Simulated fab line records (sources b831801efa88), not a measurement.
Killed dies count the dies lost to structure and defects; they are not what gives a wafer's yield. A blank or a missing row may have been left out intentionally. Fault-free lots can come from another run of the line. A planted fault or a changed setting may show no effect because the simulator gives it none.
What tool caused it?    flow sky130    Sampling: 13 lots, 39 wafers, 4 of 708 route steps

== WHAT THE GAUGES SHOWED, per wafer ==
SKY_SPACER_THK_MEAS_01. Usual: SPACER_CVD_00_THK gives 43.2 nm (standard deviation 0.41).
lot   measured      on             SPACER_CVD_00_THK (nm)  flag
L175  day 23 17:50  film metro-01  43.5 43.5 43.1          
L176  day 24 08:59  film metro-02  43.5 43.6 43.1          
L177  day 25 01:43  film metro-01  44.0 44.0 43.6          
L178  day 25 05:07  film metro-02  43.1 43.3 43.0          
L180  day 25 12:15  film metro-03  43.9 43.9 44.1          
L182  day 26 00:58  film metro-02  43.6 43.6 43.7          
L181  day 26 02:09  film metro-02  42.8 42.1 42.8          
L183  day 26 09:54  film metro-02  43.1 43.1 43.1          
L184  day 27 05:15  film metro-03  42.9 43.2 43.2          
L191  day 29 04:38  film metro-03  42.8 43.0 43.0          
L192  day 29 20:59  film metro-02  43.3 43.2 43.5          
L194  day 30 13:04  film metro-03  42.8 42.6 42.5          
L196  day 30 19:00  film metro-01  42.8 42.5 42.4          

SKY_SD_N_CD_MEAS_07: the cd target is 380 nm. Usual: cd nm reads 379.9 nm (standard deviation 3).
lot   measured      on         cd nm (nm)                           flag
L175  day 28 18:52  cd sem-01  382.4 382.8 383.4                    
L176  day 29 08:11  cd sem-01  384.6 386.1 386.2                    
L177  day 29 23:11  cd sem-02  377.1 375.7 377.8                    
L178  day 30 02:47  cd sem-01  377.4 378.4 376.5                    
L180  day 30 09:37  cd sem-01  378.1 376.0 376.5                    
L182  day 30 21:28  cd sem-01  377.2 378.1 379.1                    
L181  day 30 22:38  cd sem-02  378.9 376.2 378.7                    
L183  day 31 07:08  cd sem-01  378.5 378.1 379.4                    
L184  day 32 00:20  cd sem-01  380.4 379.9 381.2                    
L191  day 33 20:59  cd sem-02  382.4 310.8 381.8 382.3 310.7 381.7  OFF
L192  day 34 12:18  cd sem-01  304.7 381.8 305.6 304.8 381.9 305.8  OFF
L194  day 35 03:24  cd sem-01  374.2 374.2 375.1                    
L196  day 35 08:38  cd sem-02  377.8 377.6 377.4                    

SKY_SD_N_TW_MEAS_12. Usual: SD_N_TW gives 3973 (standard deviation 35).
lot   measured      on             SD_N_TW         flag
L175  day 28 19:25  film metro-01  3924 3912 3929  
L176  day 29 08:45  film metro-01  3945 3928 3928  
L177  day 29 23:45  film metro-02  4041 4017 4025  
L178  day 30 03:21  film metro-01  3934 3921 3925  
L180  day 30 10:10  film metro-04  4005 3991 3989  
L182  day 30 22:01  film metro-04  3971 3962 3980  
L181  day 30 23:12  film metro-04  3976 3980 3967  
L183  day 31 07:42  film metro-02  4012 4004 4015  
L184  day 32 00:53  film metro-04  3962 3955 3969  
L191  day 34 00:05  film metro-02  4013 4006 4039  
L192  day 34 15:45  film metro-02  4031 4032 4020  
L194  day 35 03:56  film metro-02  4002 4001 3975  
L196  day 35 09:12  film metro-02  4001 3999 4004  

== EACH LOT AND THE TOOL THAT RAN IT (in order: tool; ch and the chambers of the sampled wafers; start) ==
lot   SKY_SD_N_DEVELOP_06
L175  litho track-04 ch 0, day 28 18:43
L176  litho track-03 ch 0, day 29 08:02
L177  litho track-04 ch 0, day 29 23:02
L178  litho track-04 ch 0, day 30 02:38
L180  litho track-02 ch 0, day 30 09:28
L182  litho track-04 ch 0, day 30 21:19
L181  litho track-04 ch 0, day 30 22:29
L183  litho track-04 ch 0, day 31 06:59
L184  litho track-02 ch 0, day 32 00:11
L191  litho track-02 ch 0, day 33 20:50
L192  litho track-02 ch 0, day 34 12:10
L194  litho track-03 ch 0, day 35 03:16
L196  litho track-03 ch 0, day 35 08:29
- SKY_SD_N_DEVELOP_06: develop time 60 s.

== WHAT THE TOOLS THEMSELVES READ (means of the sampled wafers that have a number; where no wafer has one, the mark that the record gives instead) ==
SKY_SD_N_DEVELOP_06. Usual: resist line temp C reads 23.01 C (standard deviation 0.11).
lot   tool            resist line temp C (C)  flag
L175  litho track-04  23.12                   
L176  litho track-03  23.00                   
L177  litho track-04  22.91                   
L178  litho track-04  23.12                   
L180  litho track-02  23.10                   
L182  litho track-04  22.88                   
L181  litho track-04  23.00                   
L183  litho track-04  22.98                   
L184  litho track-02  22.86                   
L191  litho track-02  22.97                   
L192  litho track-02  22.97                   
L194  litho track-03  22.93                   
L196  litho track-03  23.07                   

== THE ANSWER, worked out from the rows above alone ==
Rule: a lot is off if the mean of its wafers that have a number lies more than 3 standard deviations from the usual mean. Also off: a lot with no number at a reading for which 4 or more lots have one. Where the step has rows for the other lots, those lots are counted as sound. After the gauges, taken in route order, come the tools' own readings; for these a lot's mean is taken, as printed above. At the first step where some lot is off, the reading lying furthest off is the one used; lots without a number count as furthest.
Off: L191, L192 (SKY_SD_N_CD_MEAS_07, cd nm).
A tool fits if, at a process step before that reading, it ran every lot that is off, and no sound lot after the first of them. Gauges at SKY_SD_N_CD_MEAS_07: tried the same way as those tools. One fits: litho track-02 at SKY_SD_N_DEVELOP_06. Its last sound lot is L184 (day 32 00:11), its first lot that is off L191 (day 33 20:50): a fault that began between those two fits.

== WHAT HAD BEEN PUT IN BY THE SIMULATOR ==
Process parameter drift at SKY_SD_N_DEVELOP_06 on litho track-02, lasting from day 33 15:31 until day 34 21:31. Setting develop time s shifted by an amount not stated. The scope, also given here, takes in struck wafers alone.
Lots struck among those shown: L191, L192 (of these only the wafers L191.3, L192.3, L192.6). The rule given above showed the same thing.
